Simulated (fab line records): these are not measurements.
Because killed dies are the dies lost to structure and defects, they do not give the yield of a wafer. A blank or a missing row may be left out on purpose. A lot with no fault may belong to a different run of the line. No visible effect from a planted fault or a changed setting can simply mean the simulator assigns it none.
fab line records | flow sky130
record lots=6 wafers=18 last-day=50
route steps=708 shown METAL5@671 PASSIVATION@681 PAD_OPEN@694
lots that met no fault: from a run of the same line without faults
start-h: hours from the record's opening day to when the first of the lot's shown wafers began | wait-h: time in hours since the lot's previous step | " as in the row above | L1.1+2: one row covering several wafers at once | - either no value or no given start | * or withheld: withheld | < > ~ a bound
route shown NAME@n: NAME is a module with steps in the file, n the number in the route of the first one | usual: the fault-free wafers' mean and standard deviation | same: alike in all rows | chamber/n: place in a boat | sites: each site's reading | _std_site: their standard deviation | _edge_site: inner sites' mean taken away from outer sites' mean | radius-mm: how far each site lies from the wafer's centre | mask NAME#n: copy n | behind: the tool/chamber that last shaped the wafer | hold: what put the lot on hold/how long, in hours/how the hold closed | device: transistor that didn't switch, given as n, p or np | end of line: the route-end tests of the same wafers | a step without rows: its recipe alone | killed: dies lost to structure and defects at the first sort, not the wafer's yield | map: per-die view of a wafer (x killed, . not killed, _ where there is no die)
set.NAME: the setting as run; set.NAME@STEP: as run at that earlier step | model.NAME: the simulator's own value behind a step, which no gauge read
lots at some steps of the route; a table a step, a row a wafer
services: the hour from which a tool's chamber was out of use, counted from the record's first day as start-h (under 0 if before that day), plus the number of hours and why
## steps
# step SKY_METAL5_SOFTBAKE_10
# recipe temp-c=90 time-s=60 resist=NOVOLAK
# step SKY_METAL5_EXPOSE_11
# recipe mask-id=MM5 na=0.6 source-shape=conventional sigma-outer=0.6 polarization=unpolarized target-cd-nm=1600 dose-mj=190
# step SKY_METAL5_PEB_12
# recipe temp-c=withheld time-s=* resist=NOVOLAK
# step SKY_METAL5_DEVELOP_13
# recipe resist=NOVOLAK developer=TMAH develop-time-s=60 dev-temp-c=23
# step SKY_METAL5_DESCUM_14
# recipe chemistry=O2 source-power-w=150 bias-power-w=0 pressure-mtorr=10 temp-c=40 time-s=11
# usual chamber-pressure-mTorr=10.001/0.0078 drypump-motor-current-A=5.6/0.4 he-backside-leak-sccm=3.5/0.32 oes-product-au=0.996/0.0086
# columns lot.wafer tool chamber start-h wait-h chamber-pressure-mTorr drypump-motor-current-A he-backside-leak-sccm oes-product-au rf-hours-counter-h
L726.2 rie-metal-02 0 1039.48 0.1 10.006 5.2 3.7 0.980 11
L726.3 " 1 " " 10.005 6.3 3.6 1.003 -
L726.6 " 0 " " 10.004 5.3 3.6 0.981 -
L730.1 rie-metal-01 0 1058.23 0.1 9.993 5.1 3.6 1.006 20
L730.3 " 0 " " 9.993 5.1 3.6 1.002 -
L730.5 " 0 " " 9.997 5.1 3.6 0.997 -
L743.2 rie-metal-03 1 1149.27 0.1 10.015 5.8 3.5 1.008 16
L743.4 " 1 " " 9.998 5.8 3.4 1.010 -
L743.5 " 1 " " 9.992 5.8 3.4 0.999 -
L744.2 rie-metal-02 1 1151.57 0.1 10.010 6.3 3.6 0.987 10
L744.5 " 0 " " 10.015 5.2 3.5 0.987 -
L744.6 " 1 " " 10.006 6.3 3.4 0.992 -
L745.1 rie-metal-03 0 1153.78 0.1 10.005 5.7 3.4 1.001 2
L745.2 " 1 " " 10.002 5.8 3.5 1.009 17
L745.5 " 0 " " 9.984 5.7 3.4 1.006 -
L747.4 rie-metal-02 0 1154.43 0.1 9.993 5.2 3.7 0.993 -
L747.5 " 1 " " 9.990 6.2 3.3 0.991 -
L747.6 " 0 " " 9.987 5.3 3.5 0.983 -
# step SKY_METAL5_METAL_ETCH_15
# recipe target-depth-a=12600 stop-on=SiO2 over-etch-frac=0.2 time-s=247.3 chemistry=Cl2/BCl3 resist-sidewall-deg=86 pressure-mtorr=10 icp-w=900 bias-w=48.5 Cl2_flow_sccm=60 bcl3-flow-sccm=30
# step SKY_METAL5_STRIP_16
# recipe chemistry=O2/N2 power-w=1400 pressure-mtorr=1500 platen-temp-c=withheld o2-flow-sccm=3000 n2-flow-sccm=300 overash-fraction=0.5
# usual chamber-pressure-mTorr=1500.0/1.3 drypump-motor-current-A=5.9/0.44 oes-product-au=0.711/0.0047 strip-time-to-endpoint-s=13.28/0.095
# columns lot.wafer tool chamber start-h wait-h chamber-pressure-mTorr drypump-motor-current-A oes-product-au rf-hours-counter-h strip-time-to-endpoint-s
L726.2 plasma-asher-01 1 1039.75 0.2 1502.1 6.4 0.707 92 13.30
L726.3 " 1 " " 1501.4 6.4 0.708 - 13.23
L726.6 " 1 " " 1500.8 6.4 0.716 - 13.31
L730.1 plasma-asher-03 1 1058.50 0.2 1501.6 5.6 0.715 29 13.33
L730.3 " 0 " " 1501.3 5.8 0.718 - 13.38
L730.5 " 1 " " 1500.7 5.5 0.709 - 13.32
L743.2 plasma-asher-03 1 1149.53 0.2 1499.6 5.5 0.717 38 13.21
L743.4 " 1 " " 1501.3 5.6 0.703 - 13.22
L743.5 " 0 " " 1503.7 5.8 0.719 - 13.24
L744.2 plasma-asher-03 1 1151.83 0.2 1500.7 5.5 0.711 39 13.22
L744.5 " 1 " " 1500.0 5.5 0.708 - 13.23
L744.6 " 0 " " 1498.2 5.8 0.714 - 13.13
L745.1 plasma-asher-04 1 1154.05 0.2 1498.7 5.8 0.716 8 13.33
L745.2 " 0 " " 1500.9 6.6 0.712 8 13.16
L745.5 " 1 " " 1500.0 5.8 0.714 - 13.24
L747.4 plasma-asher-01 1 1154.72 0.1 1498.4 6.4 0.707 - 13.36
L747.5 " 0 " " 1498.9 5.4 0.713 - 13.43
L747.6 " 1 " " 1499.0 6.4 0.703 - 13.33
# step SKY_METAL5_STRIP_17
# recipe chemistry=post-etch-residue-remover time-s=1200 temp-c=72.5
# step SKY_METAL5_CLEAN_18
# recipe chemistry=IPA time-s=180 temp-c=25
# step SKY_METAL5_CLEAN_19
# recipe chemistry=O3/DIW dry=n2-spin
# step SKY_PASSIVATION_CVD_00
# recipe material=SiO2 target-thk-nm=90 temp-c=400 time-s=withheld rf-w=600
# usual heater-power-w=610/98
# columns lot.wafer tool chamber start-h wait-h heater-power-w
L726.2 pecvd-03 1 1040.35 0.0 586
L726.3 " 0 " " 570
L726.6 " 1 " " 618
L730.1 pecvd-04 1 1059.09 0.0 507
L730.3 " 0 " " 680
L730.5 " 1 " " 510
L743.2 pecvd-03 2 1150.13 0.0 824
L743.4 " 0 " " 514
L743.5 " 0 " " 509
L744.2 pecvd-04 2 1152.43 0.0 566
L744.5 " 0 " " 574
L744.6 " 1 " " 623
L745.1 pecvd-04 0 1154.64 0.0 603
L745.2 " 1 " " 504
L745.5 " 0 " " 585
L747.4 pecvd-01 0 1155.30 0.0 640
L747.5 " 1 " " 749
L747.6 " 2 " " 502
# step SKY_PASSIVATION_THK_MEAS_01
# recipe reads=SiO2_of_PASSIVATION_CVD_00
# usual PASSIVATION_CVD_00_THK=89.9/1.5
# columns lot.wafer tool chamber start-h wait-h PASSIVATION_CVD_00_THK[nm]
L726.2 film-metro-01 - 1040.38 - 90.4
L726.3 " - " " 88.0
L726.6 " - " " 92.2
L730.1 film-metro-02 - 1059.13 - 90.1
L730.3 " - " " 87.9
L730.5 " - " " 91.6
L743.2 film-metro-03 - 1150.17 - 88.1
L743.4 " - " " 89.0
L743.5 " - " " 88.4
L744.2 film-metro-03 - 1152.46 - 88.2
L744.5 " - " " 89.0
L744.6 " - " " 91.5
L745.1 film-metro-03 - 1154.67 - 88.5
L745.2 " - " " 89.4
L745.5 " - " " 90.2
L747.4 film-metro-01 - 1155.34 - 92.4
L747.5 " - " " 90.4
L747.6 " - " " 90.8
# step SKY_PASSIVATION_CVD_02
# recipe material=Si3N4 target-thk-nm=540 temp-c=400 time-s=withheld rf-w=450
# usual heater-power-w=657/74
# columns lot.wafer tool chamber start-h wait-h heater-power-w model.Si3N4_of_PASSIVATION_CVD_02.thk-nm
L726.2 pecvd-04 1 1040.43 0.0 654 526.6
L726.3 " 0 " " 607 541.6
L726.6 " 1 " " 654 542
L730.1 pecvd-03 0 1059.19 0.1 656 535.5
L730.3 " 1 " " 685 546.4
L730.5 " 2 " " 870 543
L743.2 pecvd-04 0 1150.22 0.0 681 536.9
L743.4 " 1 " " 642 542.7
L743.5 " 0 " " 694 547
L744.2 pecvd-03 0 1152.62 0.2 637 586.6
L744.5 " 0 " " 568 538.2
L744.6 " 0 " " 601 541.7
L745.1 pecvd-03 0 1154.73 0.1 598 530.1
L745.2 " 1 " " 674 576.4
L745.5 " 0 " " 629 541
L747.4 pecvd-04 2 1155.48 0.1 705 539.5
L747.5 " 1 " " 674 545.7
L747.6 " 0 " " 720 549.1
# step SKY_PASSIVATION_THK_MEAS_03
# recipe reads=Si3N4_of_PASSIVATION_CVD_02
# usual PASSIVATION_CVD_02_THK=540/7.7
# columns lot.wafer tool chamber start-h wait-h PASSIVATION_CVD_02_THK[nm]
L726.2 film-metro-02 - 1040.67 - 527
L726.3 " - " " 542
L726.6 " - " " 542
L730.1 film-metro-01 - 1059.41 - 535
L730.3 " - " " 546
L730.5 " - " " 543
L743.2 film-metro-03 - 1150.45 - 537
L743.4 " - " " 542
L743.5 " - " " 547
L744.2 film-metro-02 - 1153.19 - 587
L744.5 " - " " 538
L744.6 " - " " 542
L745.1 film-metro-03 - 1155.06 - 530
L745.2 " - " " 577
L745.5 " - " " 541
L747.4 film-metro-01 - 1155.63 - 540
L747.5 " - " " 546
L747.6 " - " " 549
# step SKY_PASSIVATION_DEHYDRATE_04
# recipe temp-c=200 time-s=60
# step SKY_PASSIVATION_HMDS_05
# recipe prime-time-s=60 prime-temp-c=120
# step SKY_PASSIVATION_COAT_06
# recipe spin-rpm=2000 resist-thk-nm=3000
# step SKY_PASSIVATION_SOFTBAKE_07
# recipe temp-c=110 time-s=withheld
# step SKY_PASSIVATION_EXPOSE_08
# recipe mask-id=NSM target-cd-nm=3000 na=0.57 dose-mj=260
# step SKY_PASSIVATION_PEB_09
# recipe temp-c=115 time-s=withheld
# step SKY_PASSIVATION_DEVELOP_10
# recipe develop-time-s=60 dev-temp-c=23
# step SKY_PASSIVATION_ETCH_11
# recipe chemistry=CF4/O2 target-depth-nm=725 stop-on=AlCu source-w=800 bias-w=150 pressure-mtorr=150 cf4-flow-sccm=80 O2_flow_sccm=10 time-s=161.1
# usual chamber-pressure-mTorr=149.99/0.14 drypump-motor-current-A=5.4/0.37 oes-product-au=0.975/0.0079 throttle-valve-pct=5.963/0.0097
# columns lot.wafer tool chamber start-h wait-h chamber-pressure-mTorr drypump-motor-current-A oes-product-au rf-hours-counter-h throttle-valve-pct model.etch.depth-nm model.PASSIVATION.feature-depth-nm
L726.2 rie-diel-02 3 1062.67 - 149.86 4.7 0.965 23 5.938 691 691.1
L726.3 " 0 " " 150.08 4.7 0.981 21 5.965 704.9 704.9
L726.6 " 3 " " 149.77 4.7 0.982 - 5.953 708.7 708.7
L730.1 rie-diel-01 1 1079.82 - 149.88 5.5 0.970 13 5.968 700.7 700.7
L730.3 " 3 " " 150.34 5.9 0.982 5 5.951 708.4 708.4
L730.5 " 0 " " 150.15 5.8 0.982 - 5.955 709.5 709.5
L743.2 rie-diel-03 2 1166.47 - 149.87 5.2 0.979 17 5.956 700.3 700.3
L743.4 " 3 " " 150.03 5.2 0.964 17 5.947 694.2 694.2
L743.5 " 3 " " 149.70 5.2 0.976 - 5.962 692 692
L744.2 rie-diel-01 3 1170.02 - 150.09 5.8 0.999 9 5.973 723.4 723.4
L744.5 " 0 " " 150.09 5.8 0.983 - 5.958 702 702
L744.6 " 1 " " 150.03 5.5 0.975 - 5.962 709.5 709.5
L745.1 rie-diel-01 2 1171.23 - 150.06 5.1 0.970 18 5.970 694 694
L745.2 " 1 " " 150.06 5.5 1.004 17 5.966 722.2 722.2
L745.5 " 1 " " 150.02 5.5 0.971 - 5.954 706.5 706.5
L747.4 rie-diel-01 1 1172.02 - 150.05 5.5 0.977 17 5.974 707.5 707.5
L747.5 " 1 " " 150.03 5.5 0.983 - 5.964 712.4 712.4
L747.6 " 2 " " 149.88 5.1 0.966 - 5.987 696.1 696.1
# step SKY_PASSIVATION_STRIP_12
# recipe chemistry=O2/N2 power-w=1400 pressure-mtorr=1500 platen-temp-c=withheld overash-fraction=0.7 o2-flow-sccm=3000 n2-flow-sccm=300
# usual chamber-pressure-mTorr=1500.2/1.2 drypump-motor-current-A=5.9/0.51 oes-product-au=0.661/0.0041 strip-time-to-endpoint-s=31.55/0.17
# columns lot.wafer tool chamber start-h wait-h chamber-pressure-mTorr drypump-motor-current-A oes-product-au rf-hours-counter-h strip-time-to-endpoint-s
L726.2 plasma-asher-03 0 1062.77 0.1 1500.2 5.8 0.666 29 31.43
L726.3 " 1 " " 1498.9 5.6 0.669 - 31.63
L726.6 " 1 " " 1500.1 5.6 0.660 - 31.48
L730.1 plasma-asher-01 1 1079.92 0.1 1500.9 6.4 0.664 97 31.63
L730.3 " 1 " " 1500.1 6.4 0.660 - 31.47
L730.5 " 0 " " 1499.4 5.4 0.658 - 31.30
L743.2 plasma-asher-02 0 1166.57 0.1 1498.7 6.7 0.665 75 31.54
L743.4 " 0 " " 1500.5 6.8 0.660 - 31.55
L743.5 " 1 " " 1498.0 5.5 0.662 - 31.61
L744.2 plasma-asher-03 0 1170.13 0.1 1499.6 5.8 0.668 41 31.47
L744.5 " 0 " " 1499.0 5.8 0.661 - 31.29
L744.6 " 1 " " 1499.3 5.6 0.661 - 31.50
L745.1 plasma-asher-02 0 1171.34 0.1 1498.5 6.7 0.664 75 31.66
L745.2 " 1 " " 1500.9 5.5 0.661 75 31.66
L745.5 " 0 " " 1500.5 6.8 0.663 - 31.58
L747.4 plasma-asher-02 0 1172.16 0.1 1498.3 6.7 0.668 - 31.52
L747.5 " 0 " " 1500.4 6.7 0.662 - 31.51
L747.6 " 1 " " 1499.4 5.5 0.658 - 31.60
# step SKY_PAD_OPEN_DEHYDRATE_00
# recipe temp-c=200 time-s=60
# step SKY_PAD_OPEN_HMDS_01
# recipe prime-time-s=60 prime-temp-c=120
# step SKY_PAD_OPEN_COAT_02
# recipe spin-rpm=2000 resist-thk-nm=3000
# step SKY_PAD_OPEN_SOFTBAKE_03
# recipe temp-c=110 time-s=withheld
# step SKY_PAD_OPEN_EXPOSE_04
# recipe mask-id=PDM target-cd-nm=60000 na=0.57 dose-mj=260
# step SKY_PAD_OPEN_PEB_05
# recipe temp-c=115 time-s=withheld
# step SKY_PAD_OPEN_DEVELOP_06
# recipe develop-time-s=57.12 dev-temp-c=23
# step SKY_PAD_OPEN_ETCH_07
# recipe chemistry=CF4/O2 target-depth-nm=725 stop-on=AlCu source-w=800 bias-w=150 pressure-mtorr=150 cf4-flow-sccm=80 O2_flow_sccm=10 time-s=161.1
# usual chamber-pressure-mTorr=149.99/0.14 drypump-motor-current-A=5.5/0.55 oes-product-au=0.975/0.0083 throttle-valve-pct=5.963/0.01
# columns lot.wafer tool chamber start-h wait-h chamber-pressure-mTorr drypump-motor-current-A oes-product-au rf-hours-counter-h throttle-valve-pct model.PAD_OPEN.feature-depth-nm model.etch.depth-nm
L726.2 rie-diel-04 0 1083.32 - 150.01 5.8 0.968 15 5.981 691.1 691
L726.3 " 1 " " 150.06 6.1 0.982 9 5.949 704.9 704.9
L726.6 " 2 " " 149.88 6.1 0.988 - 5.978 708.7 708.7
L730.1 rie-diel-04 1 1099.73 - 150.03 6.2 0.974 10 5.971 700.7 700.7
L730.3 " 2 " " 149.85 6.1 0.989 17 5.967 708.4 708.4
L730.5 " 0 " " 149.74 5.8 0.972 - 5.975 701.4 701.4
L743.2 rie-diel-03 0 1182.83 - 149.73 5.2 0.975 24 5.974 700.3 700.3
L743.4 " 2 " " 150.04 5.2 0.969 17 5.943 701.1 701.1
L743.5 " 1 " " 149.96 5.5 0.990 - 5.977 711.3 711.3
L744.2 rie-diel-04 2 1186.62 - 149.94 6.1 1.001 20 5.979 739.6 739.6
L744.5 " 0 " " 149.94 5.8 0.973 - 5.964 702 702
L744.6 " 1 " " 149.96 6.1 0.986 - 5.956 709.5 709.5
L745.1 rie-diel-02 1 1187.43 - 149.95 5.3 0.974 31 5.969 694 694
L745.2 " 3 " " 150.21 4.7 0.996 28 5.972 735.9 735.9
L745.5 " 1 " " 149.80 5.3 0.976 - 5.961 706 706
L747.4 rie-diel-04 0 1188.58 - 149.91 5.8 0.983 19 5.962 707.5 707.5
L747.5 " 1 " " 149.83 6.1 0.982 - 5.972 712.4 712.4
L747.6 " 0 " " 149.93 5.8 0.978 - 5.965 714.3 714.3
# step SKY_PAD_OPEN_STRIP_08
# recipe chemistry=O2/N2 power-w=1400 pressure-mtorr=1500 platen-temp-c=withheld overash-fraction=0.7 o2-flow-sccm=3000 n2-flow-sccm=300
# usual chamber-pressure-mTorr=1499.8/1.6 drypump-motor-current-A=6.1/0.52 oes-product-au=0.663/0.0045 strip-time-to-endpoint-s=37.09/0.11
# columns lot.wafer tool chamber start-h wait-h chamber-pressure-mTorr drypump-motor-current-A oes-product-au rf-hours-counter-h strip-time-to-endpoint-s
L726.2 plasma-asher-02 1 1083.42 0.1 1499.8 5.5 0.663 66 37.20
L726.3 " 1 " " 1498.9 5.6 0.661 - 37.13
L726.6 " 0 " " 1497.4 6.8 0.659 - 37.12
L730.1 plasma-asher-02 0 1099.84 0.1 1502.6 6.8 0.661 69 37.09
L730.3 " 1 " " 1501.2 5.5 0.651 - 37.04
L730.5 " 0 " " 1499.0 6.8 0.659 - 37.01
L743.2 plasma-asher-01 1 1182.94 0.1 1498.5 6.4 0.662 106 37.06
L743.4 " 0 " " 1500.5 5.4 0.663 - 37.20
L743.5 " 1 " " 1502.2 6.4 0.662 - 37.16
L744.2 plasma-asher-02 1 1186.73 0.1 1500.7 5.6 0.662 77 36.79
L744.5 " 0 " " 1498.7 6.7 0.664 - 36.72
L744.6 " 1 " " 1500.3 5.5 0.671 - 36.75
L745.1 plasma-asher-04 0 1187.54 0.1 1501.8 6.5 0.667 11 37.06
L745.2 " 1 " " 1501.1 5.8 0.660 11 37.16
L745.5 " 1 " " 1501.5 5.8 0.663 - 37.09
L747.4 plasma-asher-04 0 1188.72 0.1 1499.6 6.6 0.665 - 37.16
L747.5 " 1 " " 1499.6 5.7 0.667 - 37.12
L747.6 " 0 " " 1498.6 6.6 0.665 - 37.17
# step SKY_PAD_OPEN_STRIP_09
# recipe chemistry=post-etch-residue-remover time-s=1200 temp-c=72.5
# columns lot.wafer tool chamber start-h wait-h model.Si3N4_of_PASSIVATION_CVD_02.thk-nm
L726.2 wet-bench-04 2 1083.52 0.1 526.3
L726.3 " 2 " " 541.3
L726.6 " 2 " " 541.6
L730.1 wet-bench-03 2 1099.94 0.1 535.2
L730.3 " 2 " " 546
L730.5 " 2 " " 542.6
L743.2 wet-bench-04 3 1183.04 0.1 536.6
L743.4 " 3 " " 542.3
L743.5 " 3 " " 546.6
L744.2 wet-bench-03 2 1186.83 0.1 586.3
L744.5 " 2 " " 537.9
L744.6 " 2 " " 541.3
L745.1 wet-bench-01 2 1187.64 0.1 529.7
L745.2 " 2 " " 576
L745.5 " 2 " " 540.7
L747.4 wet-bench-04 1 1188.79 0.0 539.2
L747.5 " 1 " " 545.3
L747.6 " 1 " " 548.8
# step SKY_PAD_OPEN_CLEAN_10
# recipe chemistry=IPA time-s=180 temp-c=25
# step SKY_PAD_OPEN_PROBE_99
# usual defect-limited-yield=82.3/1.7 killed_at_M0_to_M3=43/6.8 killed_at_M4_up=3.3/1.8 killed-at-contacts=25/5.9 killed-at-front-end=16/4.2 killed-at-other=0.3/0.69 killed-dies=87/8.6 killed-open=48/6.3 killed-short=39/5.3 sort_bin_3_pad_short=0.9/0.38 sort_bin_5_function=10.5/1.4 sort_bin_6_memory=6.4/1.1 sort-n-pass=405/8.6 sort-yield-pct=82.3/1.7
# same gross-dies=492 killed-at-back-side=0 sort_bin_4_leakage[%]=0 sort_bin_8_speed[%]=0
# columns lot.wafer tool chamber start-h wait-h defect-limited-yield[%] killed_at_M0_to_M3 killed_at_M4_up killed-at-contacts killed-at-front-end killed-at-other killed-dies killed-open killed-short sort_bin_3_pad_short[%] sort_bin_5_function[%] sort_bin_6_memory[%] sort-n-pass sort-yield-pct[%]
L730.1 prober-02 - 1102.05 0.1 81.7 38 3 34 15 0 90 48 41 1.0 10.8 6.5 402 81.7
L730.3 prober-02 - 1102.15 0.2 81.9 51 1 26 11 0 89 55 34 1.0 10.6 6.5 403 81.9
L730.5 prober-02 - 1102.25 0.2 80.1 44 2 29 23 0 98 60 38 1.4 11.8 6.7 394 80.1
L744.2 prober-02 - 1188.99 0.1 83.9 41 2 19 17 0 79 46 33 0.8 10.8 4.5 413 83.9
L744.5 prober-02 - 1189.14 0.2 82.9 42 6 22 14 0 84 48 35 1.4 10.2 5.5 408 82.9
L744.6 prober-02 - 1189.19 0.2 82.3 52 6 19 10 0 87 49 38 0.4 12.0 5.3 405 82.3
L745.1 prober-01 - 1190.44 0.1 82.3 44 1 19 23 0 87 47 39 0.8 10.6 6.3 405 82.3
L745.2 prober-01 - 1190.49 0.1 83.3 33 2 37 10 0 82 47 34 0.8 10.8 5.1 410 83.3
L745.5 prober-01 - 1190.64 0.2 83.9 45 3 16 15 0 79 43 36 0.8 9.6 5.7 413 83.9
# killed by level:class
L730.1 CONTACT:geometric-particle:open=11 VIA3:geometric-particle:open=10 LI_CONTACT:geometric-particle:open=9 CONTACT:geometric-particle:short=6 FIELD_ISO:geometric-particle:short=5 VIA3:geometric-particle:short=5 POLY_GATE:geometric-particle:open=4 LOCAL_INTERCONNECT:geometric-particle:short=4
L730.3 VIA1:geometric-particle:open=16 VIA2:geometric-particle:open=10 CONTACT:geometric-particle:open=8 VIA3:geometric-particle:open=5 LI_CONTACT:geometric-particle:short=5 LI_CONTACT:geometric-particle:open=4 LOCAL_INTERCONNECT:geometric-particle:short=4 CONTACT:geometric-particle:short=4
L730.5 VIA1:geometric-particle:open=12 CONTACT:geometric-particle:open=12 VIA2:geometric-particle:open=7 LI_CONTACT:geometric-particle:open=6 VIA3:geometric-particle:open=6 METAL2:geometric-particle:short=6 FIELD_ISO:geometric-particle:short=5 FIELD_ISO:geometric-particle:open=5
L744.2 VIA1:geometric-particle:open=8 CONTACT:geometric-particle:open=8 VIA2:geometric-particle:open=7 FIELD_ISO:geometric-particle:open=6 LI_CONTACT:geometric-particle:open=5 METAL2:geometric-particle:short=5 VIA3:geometric-particle:open=5 VIA3:geometric-particle:short=5
L744.5 CONTACT:geometric-particle:open=9 VIA1:geometric-particle:open=9 VIA3:geometric-particle:open=8 LI_CONTACT:geometric-particle:open=6 FIELD_ISO:geometric-particle:open=5 POLY_GATE:geometric-particle:short=5 METAL4:geometric-particle:short=5 METAL2:geometric-particle:short=4
L744.6 VIA1:geometric-particle:open=13 LI_CONTACT:geometric-particle:open=10 VIA3:geometric-particle:open=8 VIA3:geometric-particle:short=7 METAL2:geometric-particle:short=5 VIA2:geometric-particle:open=5 METAL1:geometric-particle:short=4 VIA1:geometric-particle:short=4
L745.1 VIA1:geometric-particle:open=13 POLY_GATE:geometric-particle:short=7 LI_CONTACT:geometric-particle:open=7 VIA3:geometric-particle:open=6 VIA1:geometric-particle:short=6 CONTACT:geometric-particle:short=5 CONTACT:geometric-particle:open=5 FIELD_ISO:geometric-particle:open=4
L745.2 LI_CONTACT:geometric-particle:open=11 CONTACT:geometric-particle:open=11 VIA2:geometric-particle:open=7 LI_CONTACT:geometric-particle:short=6 CONTACT:geometric-particle:short=5 VIA1:geometric-particle:open=5 LOCAL_INTERCONNECT:geometric-particle:short=4 METAL3:geometric-particle:short=4
L745.5 VIA1:geometric-particle:open=12 POLY_GATE:geometric-particle:short=7 METAL1:geometric-particle:short=7 VIA2:geometric-particle:open=7 METAL2:geometric-particle:short=5 VIA3:geometric-particle:open=5 POLY_GATE:geometric-particle:open=4 LI_CONTACT:geometric-particle:open=4
## services
# columns tool chamber start-h hours kind
plasma-asher-01 - 1016.83 14.6 pm
rie-diel-01 3 1016.94 6.3 repair
rie-metal-02 - 1020.31 0.2 repair
plasma-asher-04 - 1055.25 9.0 pm
pecvd-03 - 1058.38 0.4 repair
pecvd-04 2 1059.04 13.7 repair
rie-diel-04 3 1060.16 6.8 repair
rie-diel-04 - 1065.25 0.2 repair
rie-metal-02 1 1065.30 4.9 repair
pecvd-03 1 1078.88 10.6 repair
pecvd-04 0 1081.13 1.7 repair
plasma-asher-01 - 1081.95 4.3 repair
plasma-asher-04 - 1090.22 5.1 repair
rie-diel-01 1 1110.40 4.3 repair
rie-diel-04 - 1118.65 14.6 pm
pecvd-04 2 1129.09 4.3 repair
rie-diel-01 3 1135.44 1.7 repair
rie-diel-04 1 1137.62 4.2 repair
plasma-asher-01 - 1143.97 7.7 repair
plasma-asher-01 - 1150.01 2.2 repair
pecvd-03 2 1150.20 20.7 repair
rie-diel-01 - 1158.72 1.2 repair
plasma-asher-03 - 1176.99 2.8 pm
pecvd-04 - 1177.34 14.6 pm
## key
first-sign step=SKY_PASSIVATION_THK_MEAS_03 reading=PASSIVATION_CVD_02_THK direction=up sigmas=5.4 usual=540 struck=582
effect step=SKY_PASSIVATION_ETCH_11 reading=oes-product-au direction=up sigmas=3.3 usual=0.975 struck=1.001
effect step=SKY_PAD_OPEN_ETCH_07 reading=oes-product-au direction=up sigmas=2.9 usual=0.975 struck=0.999
model-effect step=SKY_PASSIVATION_CVD_02 value=Si3N4_of_PASSIVATION_CVD_02.thk-nm without=537.1 struck=581.5
model-effect step=SKY_PASSIVATION_ETCH_11 value=etch.depth-nm without=700.3 struck=722.8
model-effect step=SKY_PAD_OPEN_ETCH_07 value=PAD_OPEN.feature-depth-nm without=700.3 struck=737.7
model-effect step=SKY_PAD_OPEN_STRIP_09 value=Si3N4_of_PASSIVATION_CVD_02.thk-nm without=536.8 struck=581.1
met-at SKY_PASSIVATION_CVD_02
struck-wafers L744.2,L745.2
onset-between 1059.19 1152.62
fault kind=process-parameter-drift tool=pecvd-03 chamber=- onset-h=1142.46 steps=SKY_PASSIVATION_CVD_02 channel=time-s offset=withheld shape=step end-h=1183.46 scope=struck-wafers-only acts-in=*
